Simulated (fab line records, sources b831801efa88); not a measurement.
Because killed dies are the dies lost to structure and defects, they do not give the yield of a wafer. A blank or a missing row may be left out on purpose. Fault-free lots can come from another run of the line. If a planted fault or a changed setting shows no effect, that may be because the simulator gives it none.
fab line records | flow sky130
[record] lots = 6 | wafers = 18 | lastDay = 50
route steps=708 shown POLY_GATE@205 RES_PROTECT@206 PAD_OPEN@708
lots untouched by any fault: they come from a run of this same line in which no faults occurred
startH: the number of hours between the record's first day and the start of the first shown wafer of the lot | waitH: how many hours have passed since the lot's step before this one | " as in the row above | L1.1+2: a row that stands for several wafers | - no value, or no start was given | * or withheld: withheld | < > ~ a bound
route shown NAME@n: NAME is a module with steps in the file, n the number in the route of the first one | usual: mean/standard deviation of fault-free wafers | same: alike in all rows | chamber/n: place in a boat | sites: readings site by site | _std_site: how widely they spread, as a standard deviation | _edge_site: the outer-site mean with the inner-site mean subtracted | radiusMm: for every site, how far away it sits from the centre of the wafer | mask NAME#n: copy n | behind: the last tool/chamber to shape the wafer | hold: why the lot was held/for how many hours/how that ended | device: the transistor (n, p or np) that didn't switch | end of line: tests of these same wafers at the route's end | a step with no rows: only its recipe | killed: not the wafer's yield, but the dies lost to structure and defects at the first sort | map: a wafer's dies, marking killed ones x, the rest . and places with no die _
set.NAME: the setting the step ran with; set.NAME@STEP: the setting that earlier step ran with | model.NAME: the simulator's own value behind a step, which no gauge read
lots at some steps of the route; a table a step, a row a wafer
services: from which hour (startH, from the record's first day; less than 0 if before it) a tool's chamber was out of use, for how many hours, and why
[[steps]]
[step SKY_POLY_GATE_THK_MEAS_01]
[recipe] reads = poly-Si_of_POLY_GATE_CVD_00
[usual] POLY_GATE_CVD_00_THK = 180.4/1.7
lot.wafer | tool         | chamber | startH | waitH | POLY_GATE_CVD_00_THK[nm]
L549.1    | filmMetro-01 | -       | 361.30 | 0.0   | 178.9
L549.3    | "            | -       | "      | "     | 178.4
L549.6    | "            | -       | "      | "     | 179.7
L550.1    | filmMetro-03 | -       | 371.89 | 0.0   | 178.8
L550.5    | "            | -       | "      | "     | 179.7
L550.6    | "            | -       | "      | "     | 179.8
L560.2    | filmMetro-02 | -       | 446.91 | 0.0   | 181.2
L560.4    | "            | -       | "      | "     | 183.2
L560.6    | "            | -       | "      | "     | 181.9
L559.1    | filmMetro-01 | -       | 449.45 | 0.0   | 179.3
L559.3    | "            | -       | "      | "     | 180.0
L559.4    | "            | -       | "      | "     | 179.3
L566.4    | filmMetro-03 | -       | 494.68 | 0.0   | 181.4
L566.5    | "            | -       | "      | "     | 182.3
L566.6    | "            | -       | "      | "     | 182.5
L567.3    | filmMetro-01 | -       | 507.19 | 0.0   | 177.0
L567.4    | "            | -       | "      | "     | 175.9
L567.6    | "            | -       | "      | "     | 174.6
[step SKY_RES_PROTECT_DEHYDRATE_00]
[recipe] tempC = 200 | timeS = 60
[step SKY_RES_PROTECT_HMDS_01]
[recipe] primeTimeS = 60 | primeTempC = 120
[step SKY_RES_PROTECT_COAT_02]
[recipe] resist = NOVOLAK | spinRpm = 3000 | resistThkNm = 1140
[step SKY_RES_PROTECT_SOFTBAKE_03]
[recipe] tempC = 90 | timeS = 60 | resist = NOVOLAK
[step SKY_RES_PROTECT_EXPOSE_04]
[recipe] maskId = RPM | na = 0.6 | sourceShape = conventional | sigmaOuter = 0.6 | polarization = unpolarized | targetCdNm = 1270 | doseMj = 131
[step SKY_RES_PROTECT_PEB_05]
[recipe] tempC = withheld | timeS = * | resist = NOVOLAK
[step SKY_RES_PROTECT_DEVELOP_06]
[recipe] resist = NOVOLAK | developer = TMAH | developTimeS = 60 | devTempC = 23
[step SKY_POLY_GATE_IMPLANT_02]
[recipe] species = P | energyKev = 30 | doseCm2 = 7.7e+15 | tiltDeg = 0
[step SKY_RES_PROTECT_STRIP_07]
[recipe] chemistry = O2/N2 | powerW = 1400 | pressureMtorr = 1500 | platenTempC = withheld | o2FlowSccm = 3000 | n2FlowSccm = 300 | overashFraction = 0.5
[usual] drypumpMotorCurrentA = 6.07/0.19 | oesProductAu = 0.517/0.0044 | stripTimeToEndpointS = 23.29/0.046
lot.wafer | tool           | chamber | startH | waitH | drypumpMotorCurrentA | oesProductAu | rfHoursCounterH | stripTimeToEndpointS
L549.1    | plasmaAsher-01 | 1       | 390.16 | 0.1   | 6.12                 | 0.510        | 57              | 23.27
L549.3    | "              | 1       | "      | "     | 6.10                 | 0.514        | -               | 23.26
L549.6    | "              | 0       | "      | "     | 6.16                 | 0.518        | -               | 23.27
L550.1    | plasmaAsher-01 | 0       | 400.51 | 0.1   | 6.13                 | 0.523        | 58              | 23.32
L550.5    | "              | 1       | "      | "     | 6.13                 | 0.511        | -               | 23.33
L550.6    | "              | 0       | "      | "     | 6.15                 | 0.516        | -               | 23.32
L560.2    | plasmaAsher-04 | 1       | 477.90 | 0.1   | 6.28                 | 0.520        | 78              | 23.27
L560.4    | "              | 1       | "      | "     | 6.25                 | 0.520        | -               | 23.29
L560.6    | "              | 0       | "      | "     | 5.98                 | 0.514        | -               | 23.31
L559.1    | plasmaAsher-04 | 0       | 479.51 | 0.1   | 5.98                 | 0.516        | 78              | 23.30
L559.3    | "              | 1       | "      | "     | 6.29                 | 0.514        | -               | 23.31
L559.4    | "              | 0       | "      | "     | 5.99                 | 0.523        | -               | 23.28
L566.4    | plasmaAsher-01 | 1       | 524.95 | 0.1   | 6.11                 | 0.519        | -               | 23.24
L566.5    | "              | 1       | "      | "     | 6.10                 | 0.518        | -               | 23.27
L566.6    | "              | 0       | "      | "     | 6.14                 | 0.520        | -               | 23.22
L567.3    | plasmaAsher-04 | 0       | 537.18 | 0.1   | 6.03                 | 0.517        | -               | 23.26
L567.4    | "              | 1       | "      | "     | 6.32                 | 0.514        | -               | 23.20
L567.6    | "              | 1       | "      | "     | 6.29                 | 0.511        | -               | 23.25
[step SKY_RES_PROTECT_TW_MEAS_08]
[usual] POLY_GATE_TW = 4054/83
lot.wafer | tool         | chamber | startH | waitH | POLY_GATE_TW
L549.1    | filmMetro-01 | -       | 390.26 | 0.1   | 3990
L549.3    | "            | -       | "      | "     | 3967
L549.6    | "            | -       | "      | "     | 3974
L550.1    | filmMetro-04 | -       | 400.61 | 0.1   | 3977
L550.5    | "            | -       | "      | "     | 3965
L550.6    | "            | -       | "      | "     | 3964
L560.2    | filmMetro-01 | -       | 478.01 | 0.1   | 3988
L560.4    | "            | -       | "      | "     | 3995
L560.6    | "            | -       | "      | "     | 3963
L559.1    | filmMetro-01 | -       | 479.61 | 0.1   | 4009
L559.3    | "            | -       | "      | "     | 4004
L559.4    | "            | -       | "      | "     | 3996
L566.4    | filmMetro-02 | -       | 525.04 | 0.1   | 4166
L566.5    | "            | -       | "      | "     | 4189
L566.6    | "            | -       | "      | "     | 4172
L567.3    | filmMetro-02 | -       | 537.27 | 0.1   | 4155
L567.4    | "            | -       | "      | "     | 4163
L567.6    | "            | -       | "      | "     | 4180
[step SKY_RES_PROTECT_CLEAN_09]
[recipe] chemistry = SC1/SC2 | mix = 1:4:20 | tempC = 70 | timeS = 150 | dry = n2Spin
[step SKY_POLY_GATE_CVD_03]
[recipe] material = Si3N4 | precursor = DCS/NH3 | targetThkNm = 75 | tempC = 770 | timeS = 1290 | pressureMtorr = 250
[usual] pressureMtorr = 249.9/0.57 | spikeTcBottomC = 790.2/1.3 | timeS = 1290/0 | zonePowerBottomPct = 20.9/0.98 | zonePowerUpperPct = 14.7/1
lot.wafer | tool     | chamber | startH | waitH | pressureMtorr | spikeTcBottomC | timeS | zonePowerBottomPct | zonePowerUpperPct
L549.1    | lpcvd-02 | 1       | 390.83 | 0.5   | 250.2         | 789.5          | 1290  | 19.7               | 13.6
L549.3    | "        | 1       | "      | "     | 250.2         | 790.0          | 1290  | 20.1               | 13.4
L549.6    | "        | 1       | "      | "     | 249.7         | 789.4          | 1290  | 19.9               | 13.5
L550.1    | lpcvd-02 | 1       | 400.72 | 0.0   | 250.9         | 788.7          | 1290  | 20.0               | 13.7
L550.5    | "        | 1       | "      | "     | 249.8         | 789.6          | 1290  | 19.9               | 13.6
L550.6    | "        | 1       | "      | "     | 250.2         | 789.3          | 1290  | 20.3               | 13.7
L560.2    | lpcvd-02 | 0       | 478.77 | 0.7   | -             | -              | -     | -                  | -
L560.4    | "        | 0       | "      | "     | -             | -              | -     | -                  | -
L560.6    | "        | 0       | "      | "     | -             | -              | -     | -                  | -
L559.1    | lpcvd-02 | 0       | 480.13 | 0.4   | -             | -              | -     | -                  | -
L559.3    | "        | 0       | "      | "     | -             | -              | -     | -                  | -
L559.4    | "        | 0       | "      | "     | -             | -              | -     | -                  | -
L566.4    | lpcvd-02 | 0       | 525.12 | 0.0   | 249.9         | 790.0          | 1290  | 21.9               | 15.8
L566.5    | "        | 0       | "      | "     | 249.5         | 789.9          | 1290  | 21.3               | 15.8
L566.6    | "        | 0       | "      | "     | 249.3         | 789.5          | 1290  | 21.7               | 15.8
L567.3    | lpcvd-02 | 0       | 538.32 | 1.0   | 249.3         | 790.3          | 1290  | 21.9               | 15.5
L567.4    | "        | 0       | "      | "     | 250.2         | 790.8          | 1290  | 21.7               | 15.9
L567.6    | "        | 0       | "      | "     | 249.7         | 790.9          | 1290  | 22.0               | 15.6
[step SKY_PAD_OPEN_PROBE_99]
[usual] defectLimitedYield = 82.5/1.9 | killed_at_M0_to_M3 = 44/7.3 | killed_at_M4_up = 3.1/1.9 | killedAtContacts = 24/5.3 | killedAtFrontEnd = 15/4 | killedAtOther = 0.4/0.6 | killedDies = 86/9.2 | killedOpen = 47/6.9 | killedShort = 39/6.9 | sort_bin_3_pad_short = 0.8/0.41 | sort_bin_5_function = 10.6/1.5 | sort_bin_6_memory = 6.1/1.1 | sortNPass = 406/9.2 | sortYieldPct = 82.5/1.9
[same] grossDies = 492 | killedAtBackSide = 0 | sort_bin_4_leakage[%] = 0 | sort_bin_8_speed[%] = 0
lot.wafer | tool      | chamber | startH  | waitH | defectLimitedYield[%] | killed_at_M0_to_M3 | killed_at_M4_up | killedAtContacts | killedAtFrontEnd | killedAtOther | killedDies | killedOpen | killedShort | sort_bin_3_pad_short[%] | sort_bin_5_function[%] | sort_bin_6_memory[%] | sortNPass | sortYieldPct[%]
L549.1    | prober-01 | -       | 1110.61 | 0.1   | 84.8                  | 40                 | 3               | 16               | 16               | 0             | 75         | 41         | 34          | 0.4                     | 9.3                    | 5.5                  | 417       | 84.8
L549.3    | prober-01 | -       | 1110.71 | 0.2   | 83.1                  | 49                 | 2               | 16               | 16               | 0             | 83         | 48         | 34          | 1.4                     | 9.8                    | 5.7                  | 409       | 83.1
L549.6    | prober-01 | -       | 1110.86 | 0.2   | 84.6                  | 41                 | 1               | 20               | 14               | 0             | 76         | 46         | 30          | 0.8                     | 9.6                    | 5.1                  | 416       | 84.6
L550.1    | prober-02 | -       | 1115.76 | 0.1   | 86.0                  | 31                 | 0               | 25               | 13               | 0             | 69         | 45         | 24          | 0.4                     | 8.3                    | 5.3                  | 423       | 86.0
L550.5    | prober-02 | -       | 1115.96 | 0.2   | 81.7                  | 49                 | 0               | 21               | 20               | 0             | 90         | 41         | 49          | 1.6                     | 11.8                   | 4.9                  | 402       | 81.7
L550.6    | prober-02 | -       | 1116.01 | 0.2   | 86.0                  | 32                 | 3               | 21               | 13               | 0             | 69         | 39         | 30          | 0.4                     | 7.3                    | 6.3                  | 423       | 86.0
L566.4    | prober-02 | -       | 1190.92 | 0.2   | 82.1                  | 48                 | 2               | 20               | 17               | 1             | 88         | 48         | 40          | 0.6                     | 10.2                   | 7.1                  | 404       | 82.1
L566.5    | prober-02 | -       | 1190.97 | 0.2   | 79.5                  | 51                 | 6               | 22               | 22               | 0             | 101        | 67         | 34          | 0.6                     | 12.0                   | 7.9                  | 391       | 79.5
L566.6    | prober-02 | -       | 1191.02 | 0.2   | 82.5                  | 58                 | 2               | 15               | 11               | 0             | 86         | 55         | 31          | 1.0                     | 11.0                   | 5.5                  | 406       | 82.5
// killed by level:class
L549.1 VIA3:geometricParticle:open=10 VIA1:geometricParticle:open=9 FIELD_ISO:geometricParticle:short=5 CONTACT:geometricParticle:open=5 CONTACT:geometricParticle:short=5 FIELD_ISO:geometricParticle:open=3 SPACER:geometricParticle:open=3 METAL1:geometricParticle:short=3
L549.3 VIA1:geometricParticle:open=14 VIA3:geometricParticle:open=8 METAL2:geometricParticle:short=7 LI_CONTACT:geometricParticle:open=6 POLY_GATE:geometricParticle:open=5 VIA2:geometricParticle:open=5 VIA2:geometricParticle:short=4 CONTACT:geometricParticle:open=4
L549.6 VIA1:geometricParticle:open=14 LI_CONTACT:geometricParticle:open=7 VIA2:geometricParticle:open=6 VIA3:geometricParticle:open=6 CONTACT:geometricParticle:open=5 FIELD_ISO:geometricParticle:short=4 CONTACT:geometricParticle:short=4 METAL2:geometricParticle:short=4
L550.1 VIA1:geometricParticle:open=10 LI_CONTACT:geometricParticle:open=8 CONTACT:geometricParticle:open=8 METAL2:geometricParticle:short=5 VIA3:geometricParticle:open=5 FIELD_ISO:geometricParticle:open=3 POLY_GATE:geometricParticle:short=3 LOCAL_INTERCONNECT:geometricParticle:open=3
L550.5 CONTACT:geometricParticle:open=8 METAL1:geometricParticle:short=8 METAL2:geometricParticle:short=8 VIA2:geometricParticle:open=7 VIA2:geometricParticle:short=6 POLY_GATE:geometricParticle:short=5 LI_CONTACT:geometricParticle:open=5 VIA3:geometricParticle:open=5
L550.6 CONTACT:geometricParticle:open=9 VIA1:geometricParticle:open=7 CONTACT:geometricParticle:short=5 VIA2:geometricParticle:open=5 VIA3:geometricParticle:open=5 POLY_GATE:geometricParticle:open=4 FIELD_ISO:geometricParticle:short=3 LI_CONTACT:geometricParticle:open=3
L566.4 VIA1:geometricParticle:open=12 LI_CONTACT:geometricParticle:open=8 METAL2:geometricParticle:short=6 VIA2:geometricParticle:open=6 VIA3:geometricParticle:open=6 FIELD_ISO:geometricParticle:short=5 CONTACT:geometricParticle:short=4 METAL3:geometricParticle:short=4
L566.5 VIA2:geometricParticle:open=15 VIA1:geometricParticle:open=11 CONTACT:geometricParticle:open=9 FIELD_ISO:geometricParticle:open=7 METAL2:geometricParticle:short=7 SPACER:geometricParticle:open=6 LI_CONTACT:geometricParticle:open=6 CONTACT:geometricParticle:short=5
L566.6 VIA1:geometricParticle:open=20 VIA3:geometricParticle:open=10 VIA2:geometricParticle:open=6 VIA2:geometricParticle:short=5 LI_CONTACT:geometricParticle:open=5 FIELD_ISO:geometricParticle:open=4 POLY_GATE:geometricParticle:open=4 LOCAL_INTERCONNECT:geometricParticle:short=4
[[services]]
tool           | chamber | startH | hours | kind
plasmaAsher-04 | -       | 374.28 | 9.4   | repair
plasmaAsher-04 | -       | 412.00 | 2.8   | pm
lpcvd-02       | -       | 458.37 | 4.0   | repair
plasmaAsher-01 | -       | 479.91 | 14.6  | pm
plasmaAsher-01 | -       | 532.70 | 1.3   | repair
[[key]]
[firstSign] step = SKY_POLY_GATE_CVD_03 | reading = toolRecord | direction = missing
effect none on later readings
metAt SKY_POLY_GATE_CVD_03
struckWafers L559.1,L559.3,L559.4,L560.2,L560.4,L560.6
scrappedBehind SKY_POLY_GATE_THK_MEAS_04 L559.1,L559.3,L559.4,L560.2,L560.4,L560.6
onsetBetween 400.72 478.77
[fault] kind = skippedStepWhole | tool = lpcvd-02 | chamber = - | onsetH = 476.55 | steps = SKY_POLY_GATE_CVD_03 | scope = struckLotsOnly
